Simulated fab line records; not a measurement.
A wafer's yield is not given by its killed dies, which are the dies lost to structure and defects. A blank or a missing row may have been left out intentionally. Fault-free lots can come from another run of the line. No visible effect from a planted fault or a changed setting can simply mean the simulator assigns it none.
Code-filled problem report in 8D (eight disciplines) form || flow sky130 || the parts of the form that need people (team, actions taken, sign-off) are left out

1. WHAT WENT WRONG
SKY_FIELD_ISO_ETCH_17, run length s: mean 92.8 s over 1 wafer from 1 lot; wafers with no fault: 125.9 s, standard deviation 0.39. That puts it -85 standard deviations away from the usual mean.
The step: etches Si in HBr/Cl2/O2, target depth 342 nm, time 97.7 s.
First seen on wafer L581.3, day 4 11:26, on rie si-02. At this step, 14 wafers from 5 lots have a number in the record. Rule for "out" (also "out of limits"): further than 4 standard deviations from the usual mean. All remaining wafers that have a number are taken as sound.

2. WHAT IT IS, AND WHAT IT ISN'T
{"question": "which readings at this step", "is": "run length s", "is not": "drypump motor current A, oes product au, throttle valve pct"}
{"question": "which lots", "is": "L581", "is not": "L574, L588, L590, L594"}
{"question": "which wafers of those lots", "is": "L581.3", "is not": "L581.4"}
{"question": "read on which tools", "is": "rie si-02", "is not": "rie si-01"}
{"question": "when", "is": "from day 4 11:26", "is not": "up to then (4 sound wafers); but 9 sound wafers of L588, L590, L594 came after"}

3. SUSPECTS, AND WHAT RULES EACH OUT
Counting: if a tool at a process step up to the reading ran every lot that is out, it stays a suspect. Sound lots after the first of them don't rule it out here, since some wafers of a struck lot are sound.
- rie diel-04 at SKY_FIELD_ISO_ETCH_14 (etches BARC in N2/H2, stops on SiO2, time 45.9 s, target depth 60 nm): kept. It ran the lot that is out, L581 (day 4 11:14).
- rie diel-04 at SKY_FIELD_ISO_ETCH_15 (etches the open film in CHF3/O2, stops on Si, target depth 180 nm, time 72 s): kept. It ran the lot that is out, L581 (day 4 11:16).
- plasma asher-01 at SKY_FIELD_ISO_STRIP_16 (strips in O2/N2): kept. It ran the lot that is out, L581 (day 4 11:22).
- rie si-02 at SKY_FIELD_ISO_ETCH_17 (etches Si in HBr/Cl2/O2, target depth 342 nm, time 97.7 s): kept. It ran the lot that is out, L581 (day 4 11:26). Its own run length s readings are out on those wafers.
- Within rie diel-04 at SKY_FIELD_ISO_ETCH_14, the wafers that are out were processed in chamber 1 and their sound lot-mates in chamber 0.
- Within rie diel-04 at SKY_FIELD_ISO_ETCH_15, the wafers that are out were processed in chamber 1 and their sound lot-mates in chamber 0.
- Within plasma asher-01 at SKY_FIELD_ISO_STRIP_16, the wafers that are out were processed in chamber 1 and their sound lot-mates in chamber 0.
- Within rie si-02 at SKY_FIELD_ISO_ETCH_17, the wafers that are out were processed in chamber 3 and their sound lot-mates in chamber 2.
Left after counting: rie diel-04 at SKY_FIELD_ISO_ETCH_14, rie diel-04 at SKY_FIELD_ISO_ETCH_15, plasma asher-01 at SKY_FIELD_ISO_STRIP_16, rie si-02 at SKY_FIELD_ISO_ETCH_17.

4. THE CAUSE (what the simulator had put in)
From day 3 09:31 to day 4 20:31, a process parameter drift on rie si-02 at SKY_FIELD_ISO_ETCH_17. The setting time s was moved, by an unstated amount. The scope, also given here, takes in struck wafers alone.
Counting left 4 suspects, and this tool is among them.

5. SEQUENCE OF EFFECTS, ordered by route
Each row: a reading where the mean over the struck wafers with a number is more than 3 standard deviations away from the usual. Scope: only readings with a usual standard deviation given in the record; hours: median across lots of the time from each lot's start at the first step in this table that gives one to its start at this step; sigmas: change in usual standard deviations.
{"hours": 0, "step": "SKY_FIELD_ISO_ETCH_17", "reading": "run length s", "usual": "125.9 s", "on struck wafers": 92.8, "change": -33.1, "sigmas": -85}
The process steps in it:
- SKY_FIELD_ISO_ETCH_17: etches Si in HBr/Cl2/O2, target depth 342 nm, time 97.7 s.
Readings that are blank on the struck wafers while sound wafers have them: bias w at SKY_FIELD_ISO_ETCH_17.
Later measuring or inspecting steps at which every struck wafer that the step has a row for has a number for every such reading, and none has moved that far: SKY_FIELD_ISO_THK_MEAS_23, SKY_FIELD_ISO_THK_MEAS_25.

6. WHAT WOULD HAVE CAUGHT IT SOONER
The fault began at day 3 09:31; the first out-of-limits reading in this record came at day 4 11:26, 26 hours later.
